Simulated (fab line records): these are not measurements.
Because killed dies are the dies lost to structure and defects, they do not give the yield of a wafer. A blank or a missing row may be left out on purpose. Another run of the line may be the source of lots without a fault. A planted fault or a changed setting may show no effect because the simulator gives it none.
fab line records | flow sky130
[record] lots = 15 | wafers = 45 | last_day = 50
route steps=708 shown METAL5@676 PAD_OPEN@708
lots that met no fault: from a run of the same line without faults
start_h: hours from the record's opening day to when the first of the lot's shown wafers began | wait_h: hours elapsed since this lot's preceding step | " the same as in the row above | L1.1+2: several wafers, shown together as one row | - no value, or no start given | * or withheld: withheld | < > ~ a bound
route shown NAME@n: NAME is a module with steps in the file, n the number in the route of the first one | usual: mean and standard deviation over wafers with no fault | same: alike in all rows | chamber/n: place in a boat | sites: per-site readings | _std_site: standard deviation of those values | _edge_site: the outer-site mean with the inner-site mean subtracted | radius_mm: for every site, how far away it sits from the centre of the wafer | mask NAME#n: copy n | behind: the tool/chamber that last shaped the wafer | hold: why the lot went on hold/how many hours it stayed there/how the hold came to an end | device: which transistor (n, p or np) failed to switch | end of line: the route-end tests of the same wafers | where a step has no rows: the recipe by itself | killed: dies lost to structure and defects at the first sort, not the wafer's yield | map: a wafer's dies, marking killed ones x, the rest . and places with no die _
set.NAME: the setting as run; set.NAME@STEP: as run at that earlier step | model.NAME: the simulator's own value behind a step, which no gauge read
the route's steps for a sample of lots (tables are steps, rows are wafers)
services: the hour from which a tool's chamber was out of use, counted from the record's first day as start_h (under 0 if before that day), plus the number of hours and why
[[steps]]
[step SKY_METAL5_METAL_ETCH_15]
[recipe] target_depth_a = 12600 | stop_on = SiO2 | over_etch_frac = 0.2 | time_s = 252 | chemistry = Cl2/BCl3 | resist_sidewall_deg = 86 | pressure_mtorr = 10 | icp_w = 900 | bias_w = 48.5 | Cl2_flow_sccm = 60 | bcl3_flow_sccm = 30
[usual] drypump_motor_current_A = 5.8/0.42 | oes_product_au = 0.895/0.0055 | throttle_valve_pct = 22.264/0.0099
lot.wafer | tool         | chamber | start_h | wait_h | drypump_motor_current_A | oes_product_au | rf_hours_counter_h | throttle_valve_pct
L841.3    | rie_metal-01 | 1       | 1027.92 | 0.1    | 6.0                     | 0.894          | -                  | 22.259
L841.4    | "            | 0       | "       | "      | 5.4                     | 0.891          | -                  | 22.270
L841.5    | "            | 1       | "       | "      | 6.0                     | 0.888          | -                  | 22.275
L842.1    | rie_metal-02 | 1       | 1033.70 | 0.0    | 6.4                     | 0.898          | 18                 | 22.258
L842.5    | "            | 0       | "       | "      | 6.0                     | 0.893          | -                  | 22.267
L842.6    | "            | 1       | "       | "      | 6.4                     | 0.897          | -                  | 22.256
L845.4    | rie_metal-02 | 1       | 1069.13 | 0.1    | 6.5                     | 0.898          | -                  | 22.270
L845.5    | "            | 1       | "       | "      | 6.5                     | 0.890          | -                  | 22.273
L845.6    | "            | 0       | "       | "      | 6.0                     | 0.888          | -                  | 22.267
L852.2    | rie_metal-02 | 0       | 1101.70 | 0.0    | 6.0                     | 0.894          | 22                 | 22.261
L852.4    | "            | 0       | "       | "      | 6.0                     | 0.897          | -                  | 22.269
L852.5    | "            | 1       | "       | "      | 6.4                     | 0.889          | -                  | 22.260
L850.2    | rie_metal-01 | 0       | 1103.40 | 0.0    | 5.4                     | 0.887          | 2                  | 22.265
L850.4    | "            | 1       | "       | "      | 6.0                     | 0.894          | -                  | 22.254
L850.6    | "            | 0       | "       | "      | 5.4                     | 0.890          | -                  | 22.242
L851.1    | rie_metal-02 | 1       | 1104.25 | 0.0    | 6.5                     | 0.896          | 24                 | 22.274
L851.2    | "            | 0       | "       | "      | 6.0                     | 0.899          | 22                 | 22.263
L851.6    | "            | 0       | "       | "      | 6.0                     | 0.884          | -                  | 22.249
L853.3    | rie_metal-03 | 0       | 1110.27 | 0.1    | 5.3                     | 0.887          | -                  | 22.284
L853.4    | "            | 1       | "       | "      | 5.4                     | 0.889          | -                  | 22.280
L853.5    | "            | 1       | "       | "      | 5.4                     | 0.895          | -                  | 22.287
L855.1    | rie_metal-01 | 0       | 1120.45 | 0.0    | 5.4                     | 0.896          | 3                  | 22.260
L855.5    | "            | 0       | "       | "      | 5.4                     | 0.891          | -                  | 22.261
L855.6    | "            | 1       | "       | "      | 6.0                     | 0.897          | -                  | 22.276
L856.3    | rie_metal-03 | 0       | 1120.98 | 0.1    | 5.3                     | 0.903          | -                  | 22.264
L856.4    | "            | 1       | "       | "      | 5.3                     | 0.891          | -                  | 22.259
L856.6    | "            | 0       | "       | "      | 5.3                     | 0.893          | -                  | 22.243
L858.3    | rie_metal-03 | 1       | 1126.57 | 0.1    | 5.4                     | 0.889          | -                  | 22.254
L858.5    | "            | 0       | "       | "      | 5.3                     | 0.893          | -                  | 22.262
L858.6    | "            | 1       | "       | "      | 5.4                     | 0.901          | -                  | 22.258
L859.2    | rie_metal-01 | 0       | 1137.20 | 0.0    | 5.4                     | 0.896          | 4                  | 22.261
L859.3    | "            | 0       | "       | "      | 5.4                     | 0.891          | -                  | 22.269
L859.4    | "            | 1       | "       | "      | 6.0                     | 0.904          | -                  | 22.252
L861.2    | rie_metal-01 | 1       | 1155.55 | 0.0    | 6.0                     | 0.903          | 18                 | 22.265
L861.4    | "            | 0       | "       | "      | 5.4                     | 0.890          | -                  | 22.258
L861.5    | "            | 0       | "       | "      | 5.4                     | 0.879          | -                  | 22.248
L863.2    | rie_metal-03 | 1       | 1158.70 | 0.0    | 5.4                     | 0.889          | 6                  | 22.249
L863.4    | "            | 0       | "       | "      | 5.3                     | 0.896          | -                  | 22.241
L863.6    | "            | 0       | "       | "      | 5.3                     | 0.897          | -                  | 22.260
L862.2    | rie_metal-02 | 0       | 1160.05 | 0.0    | 6.0                     | 0.885          | 27                 | 22.261
L862.4    | "            | 1       | "       | "      | 6.5                     | 0.892          | -                  | 22.266
L862.6    | "            | 1       | "       | "      | 6.4                     | 0.901          | -                  | 22.242
L864.1    | rie_metal-02 | 0       | 1163.15 | 0.0    | 6.0                     | 0.896          | 27                 | 22.277
L864.3    | "            | 1       | "       | "      | 6.4                     | 0.894          | -                  | 22.271
L864.4    | "            | 0       | "       | "      | 6.0                     | 0.897          | -                  | 22.264
[step SKY_PAD_OPEN_PROBE_99]
[usual] defect_limited_yield = 82.7/1.9 | killed_at_M0_to_M3 = 43/6.8 | killed_at_M4_up = 3.0/1.8 | killed_at_contacts = 23/5.4 | killed_at_front_end = 15/4.4 | killed_at_other = 0.3/0.51 | killed_dies = 85/9.2 | killed_open = 47/6.8 | killed_short = 39/6.8 | sort_bin_3_pad_short = 0.8/0.43 | sort_bin_5_function = 10.3/1.5 | sort_bin_6_memory = 6.2/0.96 | sort_n_pass = 407/9.2 | sort_yield_pct = 82.7/1.9
[same] gross_dies = 492 | killed_at_back_side = 0 | sort_bin_4_leakage[%] = 0 | sort_bin_8_speed[%] = 0
lot.wafer | tool      | chamber | start_h | wait_h | defect_limited_yield[%] | killed_at_M0_to_M3 | killed_at_M4_up | killed_at_contacts | killed_at_front_end | killed_at_other | killed_dies | killed_open | killed_short | sort_bin_3_pad_short[%] | sort_bin_5_function[%] | sort_bin_6_memory[%] | sort_n_pass | sort_yield_pct[%]
L845.4    | prober-02 | -       | 1113.02 | 0.2    | 78.3                    | 29                 | 39              | 19                 | 19                  | 1               | 107         | 31          | 38           | 3.5                     | 13.0                   | 5.3                  | 385         | 78.3
L845.5    | prober-02 | -       | 1113.07 | 0.2    | 74.6                    | 41                 | 38              | 30                 | 16                  | 0               | 125         | 51          | 42           | 3.5                     | 15.2                   | 6.7                  | 367         | 74.6
L845.6    | prober-02 | -       | 1113.12 | 0.2    | 78.5                    | 34                 | 29              | 32                 | 11                  | 0               | 106         | 38          | 41           | 1.8                     | 12.4                   | 7.3                  | 386         | 78.5
L852.2    | prober-01 | -       | 1144.48 | 0.1    | 79.5                    | 40                 | 32              | 15                 | 14                  | 0               | 101         | 44          | 26           | 1.6                     | 11.8                   | 7.1                  | 391         | 79.5
L852.4    | prober-01 | -       | 1144.58 | 0.2    | 77.4                    | 42                 | 30              | 23                 | 16                  | 0               | 111         | 39          | 45           | 2.2                     | 14.8                   | 5.5                  | 381         | 77.4
L852.5    | prober-01 | -       | 1144.63 | 0.2    | 74.8                    | 49                 | 39              | 19                 | 16                  | 1               | 124         | 52          | 39           | 2.8                     | 15.7                   | 6.7                  | 368         | 74.8
L850.2    | prober-02 | -       | 1145.97 | 0.1    | 82.9                    | 44                 | 3               | 26                 | 11                  | 0               | 84          | 48          | 36           | 1.0                     | 9.1                    | 6.9                  | 408         | 82.9
L850.4    | prober-02 | -       | 1146.07 | 0.2    | 84.1                    | 44                 | 1               | 19                 | 13                  | 1               | 78          | 44          | 34           | 0.4                     | 10.8                   | 4.7                  | 414         | 84.1
L850.6    | prober-02 | -       | 1146.17 | 0.2    | 85.2                    | 34                 | 5               | 22                 | 12                  | 0               | 73          | 31          | 42           | 0.8                     | 9.3                    | 4.7                  | 419         | 85.2
L851.1    | prober-01 | -       | 1147.07 | 0.1    | 80.1                    | 33                 | 33              | 18                 | 14                  | 0               | 98          | 37          | 32           | 2.0                     | 11.2                   | 6.7                  | 394         | 80.1
L851.2    | prober-01 | -       | 1147.12 | 0.1    | 77.8                    | 42                 | 28              | 29                 | 9                   | 1               | 109         | 51          | 31           | 2.4                     | 14.0                   | 5.7                  | 383         | 77.8
L851.6    | prober-01 | -       | 1147.32 | 0.2    | 78.7                    | 38                 | 35              | 15                 | 16                  | 1               | 105         | 45          | 31           | 1.0                     | 13.8                   | 6.5                  | 387         | 78.7
L858.3    | prober-01 | -       | 1166.34 | 0.2    | 82.9                    | 44                 | 4               | 16                 | 19                  | 1               | 84          | 52          | 32           | 0.6                     | 8.5                    | 7.9                  | 408         | 82.9
L858.5    | prober-01 | -       | 1166.44 | 0.2    | 84.6                    | 43                 | 2               | 18                 | 13                  | 0               | 76          | 48          | 28           | 0.8                     | 8.1                    | 6.5                  | 416         | 84.6
L858.6    | prober-01 | -       | 1166.49 | 0.2    | 80.7                    | 52                 | 2               | 18                 | 22                  | 1               | 95          | 54          | 41           | 0.2                     | 11.0                   | 8.1                  | 397         | 80.7
L859.2    | prober-02 | -       | 1176.48 | 0.1    | 79.7                    | 56                 | 1               | 26                 | 17                  | 0               | 100         | 45          | 55           | 1.2                     | 13.0                   | 6.1                  | 392         | 79.7
L859.3    | prober-02 | -       | 1176.53 | 0.2    | 80.3                    | 46                 | 2               | 25                 | 24                  | 0               | 97          | 51          | 46           | 1.0                     | 11.0                   | 7.7                  | 395         | 80.3
L859.4    | prober-02 | -       | 1176.58 | 0.2    | 79.5                    | 47                 | 6               | 27                 | 21                  | 0               | 101         | 56          | 45           | 0.4                     | 11.2                   | 8.9                  | 391         | 79.5
L862.2    | prober-02 | -       | 1197.92 | 0.1    | 83.5                    | 40                 | 5               | 24                 | 12                  | 0               | 81          | 44          | 37           | 1.2                     | 8.9                    | 6.3                  | 411         | 83.5
L862.4    | prober-02 | -       | 1198.02 | 0.2    | 82.5                    | 46                 | 2               | 20                 | 18                  | 0               | 86          | 45          | 41           | 2.0                     | 10.6                   | 4.9                  | 406         | 82.5
L862.6    | prober-02 | -       | 1198.12 | 0.2    | 82.7                    | 36                 | 2               | 26                 | 21                  | 0               | 85          | 46          | 39           | 0.6                     | 10.4                   | 6.3                  | 407         | 82.7
// killed by level:class
L845.4 METAL5:unspecified=38 VIA1:geometric_particle:open=8 FIELD_ISO:geometric_particle:short=7 LI_CONTACT:geometric_particle:open=6 CONTACT:geometric_particle:open=6 POLY_GATE:geometric_particle:short=5 METAL1:geometric_particle:short=5 METAL2:geometric_particle:short=5
L845.5 METAL5:unspecified=32 VIA1:geometric_particle:open=13 LI_CONTACT:geometric_particle:open=11 LOCAL_INTERCONNECT:geometric_particle:short=6 CONTACT:geometric_particle:open=6 VIA2:geometric_particle:open=6 LI_CONTACT:geometric_particle:short=5 FIELD_ISO:geometric_particle:open=4
L845.6 METAL5:unspecified=27 LI_CONTACT:geometric_particle:open=10 METAL1:geometric_particle:short=9 LOCAL_INTERCONNECT:geometric_particle:short=7 CONTACT:geometric_particle:open=6 METAL2:geometric_particle:short=6 VIA2:geometric_particle:open=5 CONTACT:geometric_particle:short=5
L852.2 METAL5:unspecified=31 VIA1:geometric_particle:open=11 VIA3:geometric_particle:open=8 FIELD_ISO:geometric_particle:open=6 LI_CONTACT:geometric_particle:open=6 METAL1:geometric_particle:short=6 VIA2:geometric_particle:open=4 POLY_GATE:geometric_particle:open=3
L852.4 METAL5:unspecified=27 METAL2:geometric_particle:short=9 LI_CONTACT:geometric_particle:open=8 CONTACT:geometric_particle:short=7 VIA1:geometric_particle:open=7 VIA2:geometric_particle:open=6 POLY_GATE:geometric_particle:open=5 VIA3:geometric_particle:open=5
L852.5 METAL5:unspecified=33 VIA2:geometric_particle:open=18 VIA1:geometric_particle:open=7 LI_CONTACT:geometric_particle:short=6 POLY_GATE:geometric_particle:short=5 LI_CONTACT:geometric_particle:open=5 FIELD_ISO:geometric_particle:open=4 POLY_GATE:geometric_particle:open=4
L850.2 LI_CONTACT:geometric_particle:open=13 METAL2:geometric_particle:short=10 VIA1:geometric_particle:open=10 CONTACT:geometric_particle:open=7 METAL1:geometric_particle:short=7 FIELD_ISO:geometric_particle:open=4 LOCAL_INTERCONNECT:geometric_particle:short=3 SPACER:geometric_particle:open=3
L850.4 VIA1:geometric_particle:open=12 CONTACT:geometric_particle:open=9 VIA1:geometric_particle:short=9 FIELD_ISO:geometric_particle:open=6 LI_CONTACT:geometric_particle:open=6 VIA2:geometric_particle:short=6 VIA2:geometric_particle:open=6 CONTACT:geometric_particle:short=4
L850.6 VIA1:geometric_particle:short=8 LI_CONTACT:geometric_particle:open=7 VIA1:geometric_particle:open=7 VIA2:geometric_particle:short=5 CONTACT:geometric_particle:short=5 CONTACT:geometric_particle:open=5 FIELD_ISO:geometric_particle:short=4 LOCAL_INTERCONNECT:geometric_particle:short=4
L851.1 METAL5:unspecified=29 METAL2:geometric_particle:short=7 CONTACT:geometric_particle:open=6 VIA2:geometric_particle:open=5 VIA3:geometric_particle:open=5 FIELD_ISO:geometric_particle:open=4 FIELD_ISO:geometric_particle:short=3 SPACER:geometric_particle:open=3
L851.2 METAL5:unspecified=27 CONTACT:geometric_particle:open=15 LI_CONTACT:geometric_particle:open=7 METAL1:geometric_particle:short=6 VIA1:geometric_particle:open=6 VIA2:geometric_particle:open=6 VIA3:geometric_particle:open=6 CONTACT:geometric_particle:short=5
L851.6 METAL5:unspecified=29 VIA1:geometric_particle:open=7 VIA3:geometric_particle:open=7 LI_CONTACT:geometric_particle:open=6 VIA2:geometric_particle:open=6 METAL4:geometric_particle:short=6 FIELD_ISO:geometric_particle:open=5 METAL2:geometric_particle:short=5
L858.3 VIA1:geometric_particle:open=13 FIELD_ISO:geometric_particle:open=7 LI_CONTACT:geometric_particle:open=6 VIA2:geometric_particle:open=6 VIA1:geometric_particle:short=5 FIELD_ISO:geometric_particle:short=4 CONTACT:geometric_particle:open=4 METAL1:geometric_particle:short=4
L858.5 CONTACT:geometric_particle:open=11 VIA1:geometric_particle:open=7 FIELD_ISO:geometric_particle:open=6 METAL2:geometric_particle:short=6 VIA3:geometric_particle:open=6 LI_CONTACT:geometric_particle:open=5 VIA2:geometric_particle:open=5 POLY_GATE:geometric_particle:short=4
L858.6 VIA1:geometric_particle:open=12 VIA3:geometric_particle:open=8 VIA2:geometric_particle:open=7 FIELD_ISO:geometric_particle:short=6 FIELD_ISO:geometric_particle:open=6 CONTACT:geometric_particle:open=6 CONTACT:geometric_particle:short=5 VIA2:geometric_particle:short=5
L859.2 CONTACT:geometric_particle:open=10 METAL1:geometric_particle:short=10 VIA1:geometric_particle:open=10 VIA2:geometric_particle:open=10 POLY_GATE:geometric_particle:short=9 LI_CONTACT:geometric_particle:open=8 METAL2:geometric_particle:short=6 VIA1:geometric_particle:short=5
L859.3 POLY_GATE:geometric_particle:open=10 METAL1:geometric_particle:short=10 VIA1:geometric_particle:open=10 VIA2:geometric_particle:open=7 CONTACT:geometric_particle:open=6 VIA3:geometric_particle:open=6 FIELD_ISO:geometric_particle:short=5 POLY_GATE:geometric_particle:short=5
L859.4 CONTACT:geometric_particle:open=9 LI_CONTACT:geometric_particle:open=8 METAL1:geometric_particle:short=8 VIA3:geometric_particle:open=8 VIA1:geometric_particle:open=7 VIA2:geometric_particle:open=7 FIELD_ISO:geometric_particle:short=5 LOCAL_INTERCONNECT:geometric_particle:short=5
L862.2 CONTACT:geometric_particle:open=9 VIA3:geometric_particle:open=8 LI_CONTACT:geometric_particle:open=7 VIA1:geometric_particle:open=6 METAL2:geometric_particle:short=6 POLY_GATE:geometric_particle:short=4 CONTACT:geometric_particle:short=4 VIA1:geometric_particle:short=4
L862.4 VIA1:geometric_particle:open=9 VIA3:geometric_particle:open=8 CONTACT:geometric_particle:open=8 FIELD_ISO:geometric_particle:short=7 VIA2:geometric_particle:open=6 LI_CONTACT:geometric_particle:open=6 FIELD_ISO:geometric_particle:open=4 VIA1:geometric_particle:short=4
L862.6 CONTACT:geometric_particle:open=10 FIELD_ISO:geometric_particle:open=8 VIA2:geometric_particle:open=7 CONTACT:geometric_particle:short=7 VIA1:geometric_particle:open=7 FIELD_ISO:geometric_particle:short=4 POLY_GATE:geometric_particle:short=4 POLY_GATE:geometric_particle:open=4
[[services]]
tool         | chamber | start_h | hours | kind
rie_metal-01 | 0       | 1035.02 | -     | clean
rie_metal-01 | 0       | 1035.02 | 16.9  | scheduled_down
rie_metal-01 | 0       | 1035.02 | 16.9  | vent_cycle
rie_metal-03 | -       | 1047.56 | 2.8   | pm
rie_metal-01 | -       | 1047.77 | 22.0  | repair
rie_metal-03 | 1       | 1059.65 | -     | clean
rie_metal-03 | 1       | 1059.65 | 24.7  | scheduled_down
rie_metal-03 | 1       | 1059.65 | 24.7  | vent_cycle
rie_metal-02 | 0       | 1132.96 | 8.7   | repair
[[key]]
[first_sign] step = SKY_PAD_OPEN_PROBE_99 | reading = killed_at_M4_up | direction = up | sigmas = 17 | usual = 3.0 | struck = 33.7
[effect] step = SKY_PAD_OPEN_PROBE_99 | reading = sort_bin_3_pad_short | direction = up | sigmas = 3.4 | usual = 0.8 | struck = 2.3 | wafers_moved = 8
met_at SKY_METAL5_METAL_ETCH_15
struck_lots L845,L851,L852
onset_between 1033.70 1069.13
[fault] kind = chamber_particle_source | tool = rie_metal-02 | chamber = - | onset_h = 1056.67 | steps = SKY_METAL5_METAL_ETCH_15 | rate_per_visit_cm2 = 0.66717 | end_h = 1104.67
